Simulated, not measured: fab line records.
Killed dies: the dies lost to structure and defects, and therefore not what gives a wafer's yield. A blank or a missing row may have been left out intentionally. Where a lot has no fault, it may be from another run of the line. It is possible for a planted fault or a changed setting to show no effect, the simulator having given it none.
Lot-split experiment	flow sfqLine	on a route of 325 steps: 5 lots, 23 wafers read

THE SPLIT ITSELF
At SFQ_TRILAYER_I6_VIA_LITHO_COAT_169 (resist thk 650 nm), the setting resistThkNm was moved away from the recipe's 650 nm on 8 of the 23 wafers read, by -4.4% to +5.5%. All remaining wafers had this setting at the recipe value.

FROM THE SPLIT TO THE READING: what the file shows between them, 3 steps
- SFQ_TRILAYER_I6_VIA_LITHO_SOFTBAKE_173
- SFQ_TRILAYER_I6_VIA_LITHO_EXPOSE_170: exposes mask I6, target cd 700 nm
- SFQ_TRILAYER_I6_VIA_LITHO_DEVELOP_171: time 60 s

THE READING
KrF_of_TRILAYER_I6_VIA_LITHO_COAT_169.thkNm (the simulator's own value, which no gauge read), in nm, at SFQ_TRILAYER_I6_VIA_BARC_OPEN_VIA_ETCH_235 (etches BARC in O2, target depth 125 nm, time 41.7 s). No usual value for it is given in the file. Average 574.4 nm, standard deviation 2 nm, over the 15 wafers here run with the recipe.

wafer	tool, chamber at the split	resistThkNm as run, nm	against the recipe	KrF_of_TRILAYER_I6_VIA_LITHO_COAT_169.thkNm, nm	against lot-mates on the recipe
L074.1	lithoTrack-04, 0	650	recipe	574.2	-
L074.5	lithoTrack-04, 0	650	recipe	571.9	-
L074.6	lithoTrack-04, 0	650	recipe	573	-
L076.1	lithoTrack-03, 0	630.9	-2.9%	556.1	-19.2
L076.2	lithoTrack-03, 0	650	recipe	575.4	-
L076.4	lithoTrack-03, 0	630.9	-2.9%	558.9	-16.4
L076.5	lithoTrack-03, 0	630.9	-2.9%	556.8	-18.5
L076.6	lithoTrack-03, 0	650	recipe	575.3	-
L077.2	lithoTrack-03, 0	621.2	-4.4%	545.4	-28.2
L077.3	lithoTrack-03, 0	650	recipe	573	-
L077.4	lithoTrack-03, 0	650	recipe	574.2	-
L077.5	lithoTrack-03, 0	621.2	-4.4%	545.1	-28.5
L077.6	lithoTrack-03, 0	621.2	-4.4%	546.9	-26.7
L081.1	lithoTrack-02, 0	650	recipe	572.8	-
L081.2	lithoTrack-02, 0	685.8	+5.5%	607.8	+35.9
L081.5	lithoTrack-02, 0	685.8	+5.5%	607.8	+35.9
L081.3	lithoTrack-02, 0	650	recipe	571.7	-
L081.4	lithoTrack-02, 0	650	recipe	571.2	-
L083.1	lithoTrack-02, 0	650	recipe	576.6	-
L083.6	lithoTrack-02, 0	650	recipe	576.6	-
L083.2	lithoTrack-02, 0	650	recipe	575.9	-
L083.4	lithoTrack-02, 0	650	recipe	577.8	-
L083.5	lithoTrack-02, 0	650	recipe	575.8	-

FIT RESULTS
A straight line over all 23 wafers: KrF_of_TRILAYER_I6_VIA_LITHO_COAT_169.thkNm changes by +6.17 nm for each +1% of resistThkNm; r = +0.99; the points scatter about the line by 1.8 nm.
The same after taking each lot's own level away (the mean of its wafers on the recipe; 23 wafers): +6.37 nm for each +1%; r = +1.00; scatter 0.86 nm.
The reading moves by 35 nm for the largest change in resistThkNm, on that fit.
Across the lots, their own levels run from 571.90 to 576.54 nm, a range of 2.4 times the standard deviation given above.
Consequently the slope shifts little with the lot-to-lot level, the two slopes agreeing.
Check: +35 nm against its lot-mates is what the line predicts for one of the wafers moved furthest among these (+5.5%) when that wafer is left out of the fit. It came out at +35.9 nm against them.

THESE WAFERS: OTHER SPLITS
Note: prior to the reading, these wafers also went through further splits. Each is held against what the fit with the lots' levels taken away leaves over:
other split on the same wafers	wafers away from the commonest value	r with KrF_of_TRILAYER_I6_VIA_LITHO_COAT_169.thkNm (lot level and that fit taken away)
SFQ_TRILAYER_R5_DEP_SPUTTER_134 powerW	7	+0.04
SFQ_TRILAYER_R5_LITHO_COAT_136 resistThkNm	6	-0.20
SFQ_TRILAYER_R5_ETCH_METAL_ETCH_139 timeS	6	-0.05
SFQ_TRILAYER_I5_LITHO_EXPOSE_145 doseMj	9	-0.32
SFQ_TRILAYER_I5_BARC_OPEN_VIA_ETCH_200 timeS	9	-0.12
SFQ_TRILAYER_C5_LITHO_COAT_151 spinRpm	7	-0.02
SFQ_TRILAYER_M6_DEP_SPUTTER_157 timeS	5	-0.01
SFQ_TRILAYER_M6_LITHO_PEB_162 pebTempC	7	+0.14

THE WHOLE CHAIN: every reading that the file lists as answering this split, in the file's order
step	what it does	reading	change (the file's fit)	r (the file's)
SFQ_TRILAYER_I6_VIA_LITHO_COAT_169	resist thk 650 nm	KrF_of_TRILAYER_I6_VIA_LITHO_COAT_169.thkNm (the simulator's own value, which no gauge read)	+6.35 nm for each +1% of the setting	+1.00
SFQ_TRILAYER_I6_VIA_BARC_OPEN_VIA_ETCH_235	etches BARC in O2, target depth 125 nm, time 41.7 s	KrF_of_TRILAYER_I6_VIA_LITHO_COAT_169.thkNm (the simulator's own value, which no gauge read)	+6.38 nm for each +1% of the setting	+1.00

FILE'S OWN FIT
KrF_of_TRILAYER_I6_VIA_LITHO_COAT_169.thkNm changes by +6.38 nm for each +1% of resistThkNm, r = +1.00.
